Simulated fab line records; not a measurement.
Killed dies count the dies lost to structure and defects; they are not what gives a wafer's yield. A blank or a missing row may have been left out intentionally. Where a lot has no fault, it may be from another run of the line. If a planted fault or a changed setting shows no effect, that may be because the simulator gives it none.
A lot that was struck, set against a sound lot | flow gf180mcu | 44 steps out of a route of 602
Sound: these wafers, L734.2, L734.3, L734.4. Struck: wafer L742.6 (L742.1, L742.4, from the same lot, were not struck and are left out); the cause is given at the end.
Order at every step that has rows: each side's tool, ch and its chambers, its first start. Under that, the readings that differ: sound wafers | struck wafers | difference of the means | sigmas: that difference in standard deviations of wafers without a fault.
alike: words and numbers the same on both sides, and readings whose means are apart by under 2 such deviations; not compared: readings that were withheld, readings missing a value for some wafer, numbers with overlapping values and no deviation given by the record, and bounds like >300 which may hide the same value.
The two part at a step that has a row with sigmas, a row that says differs or no value, or rows on one side only. Numbers that have no deviation but don't overlap get no sigmas and don't part them. A reading missing from all wafers of one side parts the sides only when that side holds two or more wafers.

first, 5 steps without rows for these wafers: GF_V1_STRIP_19 (strips in post etch residue remover, time 1200 s); GF_V1_CLEAN_20 (cleans in DIW); GF_V1_SPUTTER_21 (material Ti, target thk 15 nm, time 80.02 s); GF_V1_SPUTTER_22 (material TiN, target thk 10 nm, time 40 s); GF_V1_CVD_23 (deposits W, target thk 350 nm, time 105.05 s).
GF_V1_RS_MEAS_24: measures by four-point-probe.
  sound on film-metro-03, day 21 05:04; struck on film-metro-03, day 23 16:13
  alike: V1_W_RS
GF_V1_THK_MEAS_25: measures by xrf.
  sound on film-metro-03, day 21 05:10; struck on film-metro-03, day 23 16:20
  alike: V1_W_THK
GF_V1_CMP_26: polishes, stops on SiO2, t overpolish 15 s, target thk 0 nm.
  sound on cmp-01 ch 0,2,3, day 21 05:13; struck on cmp-02 ch 0, day 23 16:23
  alike: head-pressure-psi, motor-current-A, overpolish-run-s, platen-rpm, time-to-endpoint-s
GF_M2_SPUTTER_00: material Ti, target thk 37.5 nm, time 150 s.
  sound on pvd-sputter-03, day 21 05:31; struck on pvd-sputter-03, day 23 16:41
  reading                | sound          | struck | difference | sigmas
  throttle-valve-pct (%) | 28.3 28.7 30.8 | 31.9   | +2.6       | +3
  alike: substrate-temp-c
then, 2 steps without rows for these wafers: GF_M2_SPUTTER_01 (material TiN, target thk 30 nm, time 25 s); GF_M2_SPUTTER_02 (material AlCu, target thk 450 nm, time 23.9 s).
GF_M2_SPUTTER_03: material Ti, target thk 10 nm, time 6.7 s.
  sound on pvd-sputter-03, day 21 05:41; struck on pvd-sputter-03, day 23 16:51
  reading                | sound          | struck | difference | sigmas
  throttle-valve-pct (%) | 28.2 28.9 30.7 | 31.6   | +2.3       | +2
  alike: substrate-temp-c
GF_M2_SPUTTER_04: material TiN, target thk 50 nm, time 41.7 s.
  sound on pvd-sputter-03, day 21 05:42; struck on pvd-sputter-03, day 23 16:52
  reading                                | sound            | struck | difference | sigmas
  throttle-valve-pct (%)                 | 28.3 28.8 30.8   | 31.9   | +2.6       | +3
  model.TiN_of_M2_SPUTTER_04.thk-nm (nm) | 50.17 49.8 50.42 | 38.82  | -11.31     |
GF_M2_RS_MEAS_05: measures by four-point-probe.
  sound on film-metro-03, day 21 05:46; struck on film-metro-04, day 23 16:55
  alike: M2_ALCU_RS
GF_M2_THK_MEAS_06: measures by xrf.
  sound on film-metro-03, day 21 05:52; struck on film-metro-04, day 23 17:02
  alike: M2_ALCU_THK
then, 7 steps without rows for these wafers: GF_M2_DEHYDRATE_07 (time 60 s); GF_M2_HMDS_08 (prime time 60 s); GF_M2_COAT_09 (resist thk 1000 nm); GF_M2_SOFTBAKE_10 (time 60 s); GF_M2_EXPOSE_11 (exposes mask Metal2, target cd 280 nm); GF_M2_PEB_12 (peb time 90 s); GF_M2_DEVELOP_13 (develop time 60 s).
GF_M2_CD_MEAS_14: target cd 280 nm.
  sound on cd-sem-01, day 22 05:34; struck on cd-sem-02, day 24 14:58
  alike: cd-nm
GF_M2_OVL_MEAS_15:
  sound on overlay-02, day 22 05:40; struck on overlay-01, day 24 15:05
  alike: M2_OVL
then, 1 step without rows for these wafers: GF_M2_METAL_ETCH_16 (etches the open film in Cl2/BCl3, stops on SiO2, target depth 627.5 nm, time 104.6 s).
GF_M2_STRIP_17: strips in O2/N2.
  sound on plasma-asher-03 ch 0,1, day 22 05:50; struck on plasma-asher-02 ch 1, day 24 15:14
  reading                     | sound       | struck | difference | sigmas
  drypump-motor-current-A (A) | 5.4 5.9 5.4 | 6.3    | +0.7       | +2
  alike: heater-power-w, oes-product-au, platen-temp-c, strip-time-to-endpoint-s
  not compared: rf-hours-counter-h
then, 3 steps without rows for these wafers: GF_M2_STRIP_18 (strips in post etch residue remover, time 1200 s); GF_M2_CLEAN_19 (cleans in DIW); GF_V2_CVD_00 (deposits SiO2, target thk 600 nm, time 100 s).
GF_V2_THK_MEAS_01:
  sound on film-metro-04, day 22 06:29; struck on film-metro-04, day 24 15:50
  alike: V2_CVD_00_THK
GF_V2_CVD_02: deposits SiO2 from TEOS, target thk 850 nm, time 94.851 s.
  sound on pecvd-03 ch 0,1,2, day 22 06:32; struck on pecvd-03 ch 0, day 24 15:53
  alike: heater-power-w
GF_V2_THK_MEAS_03:
  sound on film-metro-02, day 22 06:37; struck on film-metro-01, day 24 15:58
  alike: V2_CVD_02_THK
then, 1 step without rows for these wafers: GF_V2_CMP_04 (polishes SiO2).
GF_V2_BOW_MEAS_05:
  sound on film-metro-01, day 22 07:01; struck on film-metro-04, day 24 16:19
  alike: V2_BOW
then, 8 steps without rows for these wafers: GF_V2_DEHYDRATE_06 (time 60 s); GF_V2_HMDS_07 (prime time 60 s); GF_V2_COAT_08; GF_V2_COAT_09 (resist thk 1000 nm); GF_V2_SOFTBAKE_10 (time 60 s); GF_V2_EXPOSE_11 (exposes mask Via2, target cd 260 nm); GF_V2_PEB_12 (peb time 90 s); GF_V2_DEVELOP_13 (develop time 60 s).
GF_V2_STRIP_19: strips in post etch residue remover, time 1200 s.
  sound on wet-bench-04 ch 2, day 23 05:55; struck on wet-bench-03 ch 3, day 25 15:13
  reading                                | sound             | struck | difference | sigmas
  model.TiN_of_M2_SPUTTER_04.thk-nm (nm) | 49.33 48.97 49.59 | 37.98  | -11.32     |
-- the record jumps here: 8 days lie between the struck wafers' starts before and after (it left off in module V2 and takes up again in module PASSIVATION, whose first step shown is number 602 of the route) --
GF_PASSIVATION_PROBE_99:
  only the struck wafers here have rows in the record (prober-02, day 33 04:22); the sound ones have none

WHERE THEY PART
At GF_M2_SPUTTER_00 first; at GF_PASSIVATION_PROBE_99 last (within this record only).

WHY: the cause the simulator had injected
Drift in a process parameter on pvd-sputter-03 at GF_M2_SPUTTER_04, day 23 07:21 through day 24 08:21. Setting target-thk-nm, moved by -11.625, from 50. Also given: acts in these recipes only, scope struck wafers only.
